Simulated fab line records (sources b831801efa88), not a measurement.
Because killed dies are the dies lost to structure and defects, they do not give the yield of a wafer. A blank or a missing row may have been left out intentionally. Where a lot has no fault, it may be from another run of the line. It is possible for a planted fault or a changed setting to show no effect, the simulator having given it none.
fab line records + flow sky130
[record]
- lots = 10
- wafers = 30
- lastDay = 50
route steps=708 shown FIELD_ISO@28 DNWELL@39 PWDE@55 SONOS_ONO@185 POLY_GATE@232 PAD_OPEN@708
lots with no fault: from the same line, run without faults
startH: hours from the record's opening day to when the first of the lot's shown wafers began + waitH: hours from the lot's prior step to this one + " same as the row above + L1.1+2: a single row standing in for several wafers + - no value, or no start given + * or withheld: withheld + < > ~ a bound
route shown NAME@n: a module of which the file shows steps, and the number in the route of the first + usual: mean and standard deviation over wafers with no fault + same: alike in all rows + chamber/n: place in a boat + sites: readings site by site + _std_site: their standard deviation + _edge_site: outer sites' mean less inner sites' + radiusMm: for every site, how far away it sits from the centre of the wafer + mask NAME#n: copy n + behind: the last tool/chamber to shape the wafer + hold: the reason the lot was held/the length of the hold in hours/how it ended + device: which transistor (n, p or np) failed to switch + end of line: the tests these same wafers got at the end of their route + for a step that has no rows: nothing shown but its recipe + killed: count of dies lost to structure and defects at first sort (not the wafer's yield) + map: shows each die of a wafer: x if killed, . if not, _ if none is there
set.NAME: the setting as run; set.NAME@STEP: as run at that earlier step + model.NAME: the simulator's own value behind a step, which no gauge read
steps of the route over a sample of lots; a table a step, a row a wafer
services: a tool's chamber out of use, with start hour (startH, from the record's first day; less than 0 if before it), hours out, and reason
[[steps]]
[step SKY_FIELD_ISO_CMP_27]
[recipe]
- stopOn = Si3N4
- tOverpolishS = 16
- downForcePsi = 4
- platenRpm = 60
- targetThkNm = 457.8
- padVelocityMS = 0.94248
[usual]
- motorCurrentA = 12.4/0.9
- overpolishRunS = 16.000/0.009
- timeToEndpointS = 109/4.7
| lot.wafer | tool   | chamber | startH | waitH | motorCurrentA | overpolishRunS | timeToEndpointS |
|-----------|--------|---------|--------|-------|---------------|----------------|-----------------|
| L657.1    | cmp-02 | 2       | 38.16  | 0.1   | 13.6          | 16.003         | 109             |
| L657.5    | "      | 0       | "      | "     | 11.9          | 16.004         | 104             |
| L657.6    | "      | 1       | "      | "     | 11.9          | 16.016         | 111             |
| L662.1    | cmp-01 | 3       | 66.00  | 0.3   | 11.7          | 16.007         | 114             |
| L662.5    | "      | 3       | "      | "     | 12.2          | 15.980         | 112             |
| L662.6    | "      | 0       | "      | "     | 11.7          | 15.997         | 114             |
| L663.1    | cmp-01 | 0       | 68.49  | 0.1   | 12.0          | 15.986         | 114             |
| L663.5    | "      | 3       | "      | "     | 12.3          | 16.002         | 115             |
| L663.6    | "      | 0       | "      | "     | 12.3          | 16.000         | 112             |
| L666.4    | cmp-02 | 3       | 84.20  | 0.1   | 13.8          | 15.987         | 109             |
| L666.2    | "      | 0       | "      | "     | 11.9          | 16.000         | 104             |
| L666.6    | "      | 1       | "      | "     | 11.2          | 15.998         | 109             |
| L669.3    | cmp-02 | 0       | 96.21  | 0.1   | 11.9          | 15.997         | 109             |
| L669.2    | "      | 1       | "      | "     | 12.0          | 15.993         | 111             |
| L669.6    | "      | 3       | "      | "     | 14.1          | 15.986         | 114             |
| L671.1    | cmp-01 | 3       | 109.78 | 0.1   | 12.0          | 16.016         | 116             |
| L671.3    | "      | 0       | "      | "     | 12.2          | 15.996         | 119             |
| L671.2    | "      | 1       | "      | "     | 11.8          | 16.016         | 119             |
| L673.3    | cmp-01 | 1       | 118.47 | 0.1   | 11.7          | 15.989         | 116             |
| L673.1    | "      | 2       | "      | "     | 12.5          | 15.997         | 114             |
| L673.6    | "      | 0       | "      | "     | 11.8          | 16.000         | 117             |
| L675.2    | cmp-02 | 1       | 129.08 | 0.1   | 12.1          | 15.990         | 106             |
| L675.6    | "      | 3       | "      | "     | 14.4          | 16.002         | 106             |
| L675.5    | "      | 0       | "      | "     | 11.6          | 16.000         | 101             |
| L676.1    | cmp-02 | 0       | 134.19 | 0.1   | 10.9          | 15.990         | 107             |
| L676.4    | "      | 1       | "      | "     | 11.8          | 16.016         | 109             |
| L676.2    | "      | 2       | "      | "     | 13.1          | 16.003         | 112             |
| L680.3    | cmp-02 | 2       | 153.82 | 0.0   | 13.6          | 15.993         | 110             |
| L680.4    | "      | 3       | "      | "     | 14.2          | 15.997         | 111             |
| L680.5    | "      | 2       | "      | "     | 13.0          | 15.996         | 105             |
[step SKY_DNWELL_EXPOSE_04]
[recipe]
- maskId = DNM
- na = 0.57
- targetCdNm = 3000
- doseMj = 222
[usual]
- exposureDoseMJCm2 = 221.99/0.21
- stageVelMmS = 499.96/0.24
| lot.wafer | tool            | chamber | startH | waitH | mask    | exposureDoseMJCm2 | stageVelMmS |
|-----------|-----------------|---------|--------|-------|---------|-------------------|-------------|
| L657.1    | ilineStepper-02 | 0       | 51.73  | -     | DNM#0   | 222.06            | 500.10      |
| L657.5    | "               | 0       | "      | "     | DNM#0   | 222.34            | 500.07      |
| L657.6    | "               | 0       | "      | "     | DNM#0   | 222.20            | 500.24      |
| L662.1    | ilineStepper-01 | 0       | 77.63  | -     | DNM#0   | 222.02            | 499.76      |
| L662.5    | "               | 0       | "      | "     | DNM#0   | 221.85            | 500.20      |
| L662.6    | "               | 0       | "      | "     | DNM#0   | 221.88            | 500.43      |
| L663.1    | ilineStepper-02 | 0       | 79.61  | -     | DNM#0   | 221.85            | 500.07      |
| L663.5    | "               | 0       | "      | "     | DNM#0   | 221.59            | 500.19      |
| L663.6    | "               | 0       | "      | "     | DNM#0   | 221.62            | 500.21      |
| L666.2    | ilineStepper-01 | 0       | 95.31  | -     | DNM#0   | 221.82            | 500.21      |
| L666.4    | "               | 0       | "      | "     | DNM#0   | 222.10            | 500.00      |
| L666.6    | "               | 0       | "      | "     | DNM#0   | 222.29            | 500.08      |
| L669.2    | ilineStepper-01 | 0       | 107.85 | -     | PWDEM#0 | 222.48            | 499.82      |
| L669.3    | "               | 0       | "      | "     | PWDEM#0 | 222.02            | 499.76      |
| L669.6    | "               | 0       | "      | "     | PWDEM#0 | 222.11            | 500.00      |
| L671.1    | ilineStepper-01 | 0       | 122.75 | -     | DNM#0   | 222.31            | 499.66      |
| L671.2    | "               | 0       | "      | "     | DNM#0   | 222.12            | 499.93      |
| L671.3    | "               | 0       | "      | "     | DNM#0   | 222.44            | 500.22      |
| L673.1    | ilineStepper-01 | 0       | 131.98 | -     | DNM#0   | 221.90            | 500.08      |
| L673.3    | "               | 0       | "      | "     | DNM#0   | 221.95            | 499.90      |
| L673.6    | "               | 0       | "      | "     | DNM#0   | 222.24            | 499.87      |
| L675.2    | ilineStepper-01 | 0       | 141.48 | -     | DNM#0   | 221.95            | 499.55      |
| L675.5    | "               | 0       | "      | "     | DNM#0   | 221.92            | 499.62      |
| L675.6    | "               | 0       | "      | "     | DNM#0   | 221.88            | 499.67      |
| L676.1    | ilineStepper-02 | 0       | 147.61 | -     | DNM#0   | 222.08            | 500.08      |
| L676.2    | "               | 0       | "      | "     | DNM#0   | 221.98            | 499.85      |
| L676.4    | "               | 0       | "      | "     | DNM#0   | 221.84            | 500.36      |
| L680.3    | ilineStepper-01 | 0       | 166.35 | -     | DNM#0   | 222.09            | 499.84      |
| L680.4    | "               | 0       | "      | "     | DNM#0   | 221.82            | 500.30      |
| L680.5    | "               | 0       | "      | "     | DNM#0   | 221.94            | 499.74      |
[step SKY_DNWELL_TW_MEAS_09]
[usual]
- DNWELL_TW = 1121/8
| lot.wafer | tool         | chamber | startH | waitH | DNWELL_TW |
|-----------|--------------|---------|--------|-------|-----------|
| L657.1    | filmMetro-04 | -       | 59.03  | 0.1   | 1116      |
| L657.5    | "            | -       | "      | "     | 1118      |
| L657.6    | "            | -       | "      | "     | 1125      |
| L662.1    | filmMetro-04 | -       | 86.53  | 0.1   | 1125      |
| L662.5    | "            | -       | "      | "     | 1125      |
| L662.6    | "            | -       | "      | "     | 1120      |
| L663.1    | filmMetro-04 | -       | 88.13  | 0.1   | 1120      |
| L663.5    | "            | -       | "      | "     | 1119      |
| L663.6    | "            | -       | "      | "     | 1130      |
| L666.2    | filmMetro-04 | -       | 104.69 | 0.1   | 1120      |
| L666.4    | "            | -       | "      | "     | 1117      |
| L666.6    | "            | -       | "      | "     | 1121      |
| L669.2    | filmMetro-04 | -       | 116.60 | 0.1   | 30        |
| L669.3    | "            | -       | "      | "     | 30        |
| L669.6    | "            | -       | "      | "     | 30        |
| L671.1    | filmMetro-03 | -       | 131.58 | 0.1   | 1124      |
| L671.2    | "            | -       | "      | "     | 1114      |
| L671.3    | "            | -       | "      | "     | 1123      |
| L673.1    | filmMetro-03 | -       | 142.23 | 0.1   | 1117      |
| L673.3    | "            | -       | "      | "     | 1117      |
| L673.6    | "            | -       | "      | "     | 1118      |
| L675.2    | filmMetro-04 | -       | 150.55 | 0.1   | 1127      |
| L675.5    | "            | -       | "      | "     | 1127      |
| L675.6    | "            | -       | "      | "     | 1127      |
| L676.1    | filmMetro-03 | -       | 157.93 | 0.1   | 1119      |
| L676.2    | "            | -       | "      | "     | 1111      |
| L676.4    | "            | -       | "      | "     | 1117      |
| L680.3    | filmMetro-04 | -       | 176.41 | 0.1   | 1115      |
| L680.4    | "            | -       | "      | "     | 1109      |
| L680.5    | "            | -       | "      | "     | 1115      |
[step SKY_PWDE_TW_MEAS_10]
[usual]
- PWDE_TW = 375/3.1
| lot.wafer | tool         | chamber | startH | waitH | PWDE_TW |
|-----------|--------------|---------|--------|-------|---------|
| L657.1    | filmMetro-03 | -       | 75.72  | 0.1   | 380     |
| L657.5    | "            | -       | "      | "     | 379     |
| L657.6    | "            | -       | "      | "     | 382     |
| L662.1    | filmMetro-03 | -       | 104.25 | 0.1   | 375     |
| L662.5    | "            | -       | "      | "     | 377     |
| L662.6    | "            | -       | "      | "     | 376     |
| L663.1    | filmMetro-03 | -       | 106.52 | 0.1   | 375     |
| L663.5    | "            | -       | "      | "     | 376     |
| L663.6    | "            | -       | "      | "     | 378     |
| L666.2    | filmMetro-01 | -       | 122.43 | 0.1   | 370     |
| L666.4    | "            | -       | "      | "     | 372     |
| L666.6    | "            | -       | "      | "     | 371     |
| L669.2    | filmMetro-04 | -       | 135.23 | 0.1   | 1133    |
| L669.3    | "            | -       | "      | "     | 1134    |
| L669.6    | "            | -       | "      | "     | 1136    |
| L671.1    | filmMetro-04 | -       | 150.85 | 0.1   | 378     |
| L671.2    | "            | -       | "      | "     | 379     |
| L671.3    | "            | -       | "      | "     | 377     |
| L673.1    | filmMetro-03 | -       | 162.32 | 0.1   | 377     |
| L673.3    | "            | -       | "      | "     | 377     |
| L673.6    | "            | -       | "      | "     | 376     |
| L675.2    | filmMetro-01 | -       | 170.46 | 0.1   | 370     |
| L675.5    | "            | -       | "      | "     | 368     |
| L675.6    | "            | -       | "      | "     | 369     |
| L676.1    | filmMetro-04 | -       | 177.81 | 0.1   | 373     |
| L676.2    | "            | -       | "      | "     | 375     |
| L676.4    | "            | -       | "      | "     | 373     |
| L680.3    | filmMetro-01 | -       | 197.34 | 0.1   | 369     |
| L680.4    | "            | -       | "      | "     | 370     |
| L680.5    | "            | -       | "      | "     | 371     |
[step SKY_SONOS_ONO_STRIP_17]
[recipe]
- chemistry = O2/N2
- powerW = 1400
- pressureMtorr = 1500
- platenTempC = withheld
- o2FlowSccm = 3000
- n2FlowSccm = 300
- overashFraction = 0.5
[usual]
- drypumpMotorCurrentA = 5.7/0.55
- n2FlowSccm = 300.1/0.97
- oesProductAu = 0.710/0.0051
- stripTimeToEndpointS = 14.12/0.034
| lot.wafer | tool           | chamber | startH | waitH | drypumpMotorCurrentA | n2FlowSccm | oesProductAu | rfHoursCounterH | stripTimeToEndpointS |
|-----------|----------------|---------|--------|-------|----------------------|------------|--------------|-----------------|----------------------|
| L657.1    | plasmaAsher-01 | 0       | 290.25 | 0.0   | 6.3                  | 300.4      | 0.705        | 60              | 14.15                |
| L657.5    | "              | 0       | "      | "     | 6.3                  | 300.2      | 0.708        | -               | 14.15                |
| L657.6    | "              | 1       | "      | "     | 6.1                  | 299.8      | 0.714        | -               | 14.16                |
| L662.1    | plasmaAsher-03 | 1       | 329.66 | 0.0   | 5.3                  | 299.9      | 0.717        | 21              | 14.13                |
| L662.5    | "              | 0       | "      | "     | 6.2                  | 301.4      | 0.702        | -               | 14.17                |
| L662.6    | "              | 1       | "      | "     | 5.3                  | 299.4      | 0.707        | -               | 14.10                |
| L663.1    | plasmaAsher-03 | 0       | 336.03 | 0.0   | 6.2                  | 302.2      | 0.709        | 22              | 14.15                |
| L663.5    | "              | 0       | "      | "     | 6.2                  | 302.6      | 0.711        | -               | 14.14                |
| L663.6    | "              | 1       | "      | "     | 5.3                  | 300.7      | 0.708        | -               | 14.14                |
| L666.2    | plasmaAsher-02 | 0       | 360.93 | 0.0   | 5.5                  | 300.0      | 0.712        | 53              | 14.10                |
| L666.4    | "              | 1       | "      | "     | 4.7                  | 299.3      | 0.707        | -               | 14.15                |
| L666.6    | "              | 1       | "      | "     | 4.8                  | 299.5      | 0.707        | -               | 14.11                |
| L669.2    | plasmaAsher-01 | 1       | 381.84 | 0.0   | 6.1                  | 301.1      | 0.711        | 69              | 14.11                |
| L669.3    | "              | 0       | "      | "     | 6.3                  | 301.5      | 0.717        | -               | 14.06                |
| L669.6    | "              | 1       | "      | "     | 6.1                  | 300.2      | 0.708        | -               | 14.09                |
| L671.1    | plasmaAsher-01 | 1       | 403.65 | 0.0   | 6.1                  | 297.7      | 0.712        | 71              | 14.12                |
| L671.2    | "              | 0       | "      | "     | 6.3                  | 300.2      | 0.713        | 71              | 14.14                |
| L671.3    | "              | 1       | "      | "     | 6.1                  | 299.3      | 0.714        | -               | 14.10                |
| L673.1    | plasmaAsher-03 | 1       | 423.38 | 0.0   | 5.3                  | 299.4      | 0.712        | 31              | 14.14                |
| L673.3    | "              | 0       | "      | "     | 6.2                  | 300.4      | 0.708        | -               | 14.12                |
| L673.6    | "              | 0       | "      | "     | 6.2                  | 301.0      | 0.701        | -               | 14.14                |
| L675.2    | plasmaAsher-02 | 1       | 434.70 | 0.0   | 4.7                  | 299.8      | 0.711        | 60              | 14.12                |
| L675.5    | "              | 1       | "      | "     | 4.8                  | 301.3      | 0.705        | -               | 14.12                |
| L675.6    | "              | 0       | "      | "     | 5.5                  | 299.2      | 0.711        | -               | 14.12                |
| L676.1    | plasmaAsher-01 | 1       | 442.45 | 0.0   | 6.1                  | 299.2      | 0.717        | 76              | 14.17                |
| L676.2    | "              | 0       | "      | "     | 6.3                  | 298.9      | 0.709        | 76              | 14.17                |
| L676.4    | "              | 1       | "      | "     | 6.1                  | 299.5      | 0.710        | -               | 14.12                |
| L680.3    | plasmaAsher-02 | 1       | 472.56 | 0.0   | 4.8                  | 299.4      | 0.707        | -               | 14.13                |
| L680.4    | "              | 0       | "      | "     | 5.5                  | 299.2      | 0.712        | -               | 14.10                |
| L680.5    | "              | 0       | "      | "     | 5.4                  | 300.5      | 0.696        | -               | 14.13                |
[step SKY_POLY_GATE_STRIP_18]
[recipe]
- chemistry = O2/N2
- powerW = 1400
- pressureMtorr = 1500
- platenTempC = withheld
- o2FlowSccm = 3000
- n2FlowSccm = 300
- overashFraction = 0.5
[usual]
- drypumpMotorCurrentA = 5.5/0.49
- n2FlowSccm = 300.0/0.98
- oesProductAu = 0.361/0.0048
- stripTimeToEndpointS = 3.170/0.024
| lot.wafer | tool           | chamber | startH | waitH | drypumpMotorCurrentA | n2FlowSccm | oesProductAu | rfHoursCounterH | stripTimeToEndpointS |
|-----------|----------------|---------|--------|-------|----------------------|------------|--------------|-----------------|----------------------|
| L657.1    | plasmaAsher-02 | 1       | 380.43 | 0.0   | 4.8                  | 299.8      | 0.364        | 55              | 3.149                |
| L657.5    | "              | 0       | "      | "     | 5.5                  | 300.5      | 0.361        | -               | 3.129                |
| L657.6    | "              | 1       | "      | "     | 4.8                  | 300.5      | 0.360        | -               | 3.152                |
| L662.1    | plasmaAsher-01 | 0       | 423.63 | 0.0   | 6.3                  | 300.3      | 0.359        | 73              | 3.192                |
| L662.5    | "              | 0       | "      | "     | 6.3                  | 300.0      | 0.361        | -               | 3.203                |
| L662.6    | "              | 1       | "      | "     | 6.1                  | 299.9      | 0.362        | -               | 3.165                |
| L663.1    | plasmaAsher-02 | 0       | 430.17 | 0.0   | 5.5                  | 300.5      | 0.363        | 59              | 3.184                |
| L663.5    | "              | 0       | "      | "     | 5.5                  | 300.9      | 0.366        | -               | 3.208                |
| L663.6    | "              | 1       | "      | "     | 4.8                  | 300.6      | 0.363        | -               | 3.179                |
| L666.2    | plasmaAsher-02 | 1       | 462.22 | 0.0   | 4.8                  | 298.8      | 0.355        | 61              | 3.178                |
| L666.4    | "              | 1       | "      | "     | 4.8                  | 300.8      | 0.361        | -               | 3.178                |
| L666.6    | "              | 0       | "      | "     | 5.4                  | 298.2      | 0.364        | -               | 3.149                |
| L669.2    | plasmaAsher-04 | 1       | 485.77 | 0.0   | 5.8                  | 298.5      | 0.372        | 6               | 3.212                |
| L669.3    | "              | 0       | "      | "     | 5.4                  | 299.2      | 0.357        | -               | 3.173                |
| L669.6    | "              | 0       | "      | "     | 5.4                  | 299.3      | 0.358        | -               | 3.187                |
| L671.1    | plasmaAsher-02 | 1       | 504.88 | 0.0   | 4.7                  | 300.4      | 0.367        | 66              | 3.180                |
| L671.2    | "              | 0       | "      | "     | 5.5                  | 299.2      | 0.365        | 66              | 3.182                |
| L671.3    | "              | 1       | "      | "     | 4.8                  | 300.4      | 0.362        | -               | 3.164                |
| L673.1    | plasmaAsher-04 | 0       | 523.47 | 0.0   | 5.4                  | 300.2      | 0.365        | 9               | 3.179                |
| L673.3    | "              | 0       | "      | "     | 5.4                  | 300.0      | 0.362        | -               | 3.155                |
| L673.6    | "              | 1       | "      | "     | 5.8                  | 299.6      | 0.350        | -               | 3.143                |
| L675.2    | plasmaAsher-02 | 0       | 535.37 | 0.0   | 5.4                  | 300.5      | 0.369        | 69              | 3.177                |
| L675.5    | "              | 0       | "      | "     | 5.4                  | 300.1      | 0.360        | -               | 3.163                |
| L675.6    | "              | 1       | "      | "     | 4.8                  | 299.0      | 0.369        | -               | 3.205                |
| L676.1    | plasmaAsher-02 | 0       | 541.62 | 0.0   | 5.4                  | 299.1      | 0.365        | 70              | 3.148                |
| L676.2    | "              | 1       | "      | "     | 4.7                  | 300.5      | 0.367        | 70              | 3.214                |
| L676.4    | "              | 1       | "      | "     | 4.7                  | 298.4      | 0.366        | -               | 3.197                |
| L680.3    | plasmaAsher-04 | 0       | 570.66 | 0.1   | 5.4                  | 300.3      | 0.363        | -               | 3.137                |
| L680.4    | "              | 1       | "      | "     | 5.9                  | 301.7      | 0.361        | -               | 3.189                |
| L680.5    | "              | 0       | "      | "     | 5.4                  | 300.1      | 0.367        | -               | 3.154                |
[step SKY_PAD_OPEN_PROBE_99]
[usual]
- killed_at_M0_to_M3 = 42/7.2
- killed_at_M4_up = 3.2/1.8
- killedAtContacts = 24/5.4
- killedAtFrontEnd = 15/4
- killedAtOther = 0.3/0.59
- killedDies = 84/9
- killedOnRim = 17/3.3
- killedOpen = 46/7.1
- killedShort = 38/6
[same]
- grossDies = 492
- killedAtBackSide = 0
| lot.wafer | tool      | chamber | startH  | waitH | killed_at_M0_to_M3 | killed_at_M4_up | killedAtContacts | killedAtFrontEnd | killedAtOther | killedDies | killedOnRim | killedOpen | killedShort |
|-----------|-----------|---------|---------|-------|--------------------|-----------------|------------------|------------------|---------------|------------|-------------|------------|-------------|
| L669.2    | prober-02 | -       | 1156.17 | 0.1   | 42                 | 3               | 22               | 425              | 0             | 492        | 96          | 44         | 40          |
| L669.3    | prober-02 | -       | 1156.22 | 0.2   | 47                 | 3               | 20               | 422              | 0             | 492        | 96          | 49         | 44          |
| L669.6    | prober-02 | -       | 1156.37 | 0.2   | 34                 | 0               | 26               | 432              | 0             | 492        | 96          | 44         | 26          |
| L675.2    | prober-01 | -       | 1180.45 | 0.1   | 61                 | 1               | 25               | 15               | 0             | 102        | 21          | 69         | 33          |
| L675.5    | prober-01 | -       | 1180.60 | 0.2   | 31                 | 8               | 26               | 18               | 0             | 83         | 11          | 56         | 27          |
| L675.6    | prober-01 | -       | 1180.65 | 0.2   | 48                 | 1               | 36               | 14               | 0             | 99         | 24          | 56         | 43          |
// killed by level:class
L669.2 DNWELL:areaExpose=408 VIA1:geometricParticle:open=12 VIA2:geometricParticle:open=8 FIELD_ISO:geometricParticle:short=7 VIA1:geometricParticle:short=6 POLY_GATE:geometricParticle:short=5 LI_CONTACT:geometricParticle:open=5 LOCAL_INTERCONNECT:geometricParticle:short=5
L669.3 DNWELL:areaExpose=399 VIA1:geometricParticle:open=10 CONTACT:geometricParticle:open=9 METAL2:geometricParticle:short=8 VIA2:geometricParticle:open=7 FIELD_ISO:geometricParticle:short=6 POLY_GATE:geometricParticle:open=5 LI_CONTACT:geometricParticle:open=4
L669.6 DNWELL:areaExpose=422 LI_CONTACT:geometricParticle:open=11 VIA2:geometricParticle:open=8 CONTACT:geometricParticle:open=6 VIA1:geometricParticle:open=6 VIA1:geometricParticle:short=5 VIA3:geometricParticle:open=5 LOCAL_INTERCONNECT:geometricParticle:short=4
L675.2 VIA1:geometricParticle:open=18 LI_CONTACT:geometricParticle:open=12 VIA3:geometricParticle:open=9 CONTACT:geometricParticle:open=8 VIA2:geometricParticle:open=7 METAL1:geometricParticle:short=7 VIA1:geometricParticle:short=6 METAL2:geometricParticle:short=6
L675.5 LI_CONTACT:geometricParticle:open=8 VIA1:geometricParticle:open=8 CONTACT:geometricParticle:open=7 VIA3:geometricParticle:open=7 METAL4:geometricParticle:short=6 VIA2:geometricParticle:open=6 POLY_GATE:geometricParticle:open=5 FIELD_ISO:geometricParticle:open=4
L675.6 CONTACT:geometricParticle:open=17 VIA1:geometricParticle:open=13 METAL2:geometricParticle:short=8 LI_CONTACT:geometricParticle:open=7 CONTACT:geometricParticle:short=6 VIA3:geometricParticle:open=6 METAL3:geometricParticle:short=5 FIELD_ISO:geometricParticle:open=4
[[services]]
| tool            | chamber | startH | hours | kind   |
|-----------------|---------|--------|-------|--------|
| cmp-02          | -       | 64.00  | 4.0   | pm     |
| cmp-02          | -       | 72.13  | 1.7   | repair |
| cmp-02          | -       | 138.09 | 4.6   | pm     |
| cmp-02          | -       | 191.25 | 1.1   | repair |
| ilineStepper-01 | -       | 225.63 | 1.7   | pm     |
| cmp-02          | -       | 236.01 | 16.8  | pm     |
| plasmaAsher-02  | -       | 250.92 | 2.8   | pm     |
| cmp-02          | -       | 257.51 | 1.1   | repair |
| cmp-02          | -       | 284.09 | 0.3   | repair |
| plasmaAsher-02  | -       | 310.62 | 8.1   | repair |
| cmp-02          | -       | 323.40 | 1.9   | repair |
| ilineStepper-01 | -       | 333.78 | 4.4   | pm     |
| cmp-02          | -       | 351.70 | 1.1   | repair |
| cmp-02          | -       | 371.36 | 5.9   | repair |
| cmp-02          | -       | 404.00 | 4.0   | pm     |
| plasmaAsher-02  | -       | 410.71 | 7.8   | repair |
| plasmaAsher-02  | -       | 436.89 | 1.4   | repair |
| plasmaAsher-02  | -       | 442.14 | 8.7   | repair |
| ilineStepper-01 | -       | 443.77 | 1.7   | pm     |
| cmp-02          | -       | 451.54 | 2.6   | repair |
| plasmaAsher-02  | -       | 453.70 | 1.1   | repair |
| ilineStepper-01 | -       | 485.49 | 10.9  | repair |
| ilineStepper-01 | -       | 530.41 | 1.0   | repair |
| ilineStepper-01 | -       | 568.72 | 2.1   | pm     |
[[key]]
[firstSign]
- step = SKY_DNWELL_EXPOSE_04
- reading = mask
- direction = changed
[effect]
- step = SKY_DNWELL_TW_MEAS_09
- reading = DNWELL_TW
- direction = down
- sigmas = 99+
- usual = 1121
- struck = 30
[effect]
- step = SKY_PWDE_TW_MEAS_10
- reading = PWDE_TW
- direction = up
- sigmas = 99+
- usual = 375
- struck = 1134
[effect]
- step = SKY_PAD_OPEN_PROBE_99
- reading = killedAtFrontEnd
- direction = up
- sigmas = 99+
- usual = 15
- struck = 426
[moreKillsBornAt]
- SKY_DNWELL_EXPOSE_04@ilineStepper-01 = 1229
metAt SKY_DNWELL_EXPOSE_04
struckLots L669
testerLeftOut L669
notActingAt SKY_FIELD_ISO_CMP_27,SKY_SONOS_ONO_STRIP_17,SKY_POLY_GATE_STRIP_18
onsetBetween 95.31 107.85
[fault]
- kind = wrongMask
- tool = any
- chamber = -
- onsetH = 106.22
- steps = SKY_DNWELL_EXPOSE_04
- auxCopy = PWDEM#0
- scope = struckLotsOnly
// testerLeftOut: of these lots the tester's yield and bins aren't shown, on N5 and GAA mostly nor the transistor test; their killed dies are dies lost to structure and defects alone, not to doping, threshold or leakage, so they don't give the yield
